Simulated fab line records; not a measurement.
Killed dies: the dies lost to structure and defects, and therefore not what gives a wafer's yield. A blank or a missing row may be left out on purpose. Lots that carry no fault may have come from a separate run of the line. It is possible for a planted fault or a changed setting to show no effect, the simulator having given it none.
Matching of chambers + flow sky130 + SKY_VIA1_CMP_24 on cmp-02 has 4 sister chambers
The step polishes, stops on SiO2, t overpolish 15 s, target thk 0 nm. 4 wafers are shown with their chamber, then 7 later ones without.

EACH WAFER AND ITS CHAMBER
| wafer  | chamber | motor current A (A) |
|--------|---------|---------------------|
| L616.2 | 1       | 10.0                |
| L616.6 | 2       | 11.5                |
| L622.1 | 3       | 12.5                |
| L622.2 | 0       | 10.7                |

WAFERS MISSING THEIR CHAMBER
| wafer  | motor current A (A) |
|--------|---------------------|
| L622.4 | 11.0                |
| L623.1 | 11.4                |
| L623.2 | 10.0                |
| L623.6 | 10.8                |
| L625.1 | 12.7                |
| L625.2 | 10.6                |
| L625.5 | 10.9                |

THE CHAMBER EACH PASSED THROUGH
| wafer  | from the rows above     | in truth                   |
|--------|-------------------------|----------------------------|
| L622.4 | can't be placed: 0 or 2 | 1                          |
| L623.1 | 2                       | 2                          |
| L623.2 | 1                       | 1                          |
| L623.6 | 0                       | 0                          |
| L625.1 | 3                       | 3                          |
| L625.2 | 0                       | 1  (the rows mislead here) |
| L625.5 | 0                       | 0                          |
5 of 7 placed correctly. Can't be placed from these rows: 1 (the true chamber is among the candidates in 0). 1 placed wrongly.
How it was worked out, from the rows above alone: a wafer's distance from a chamber is the root of the sum, over the readings, of the square of ((its reading less the chamber's mean) divided by the reading's scatter). The wafer belongs to the nearest chamber; if the next one is less than 2 further off, it can't be placed. A chamber's mean is the mean of its shown wafers. The scatter: with one shown wafer a chamber, the root of the mean of the squares of how far each hidden wafer lies from its nearest shown one.
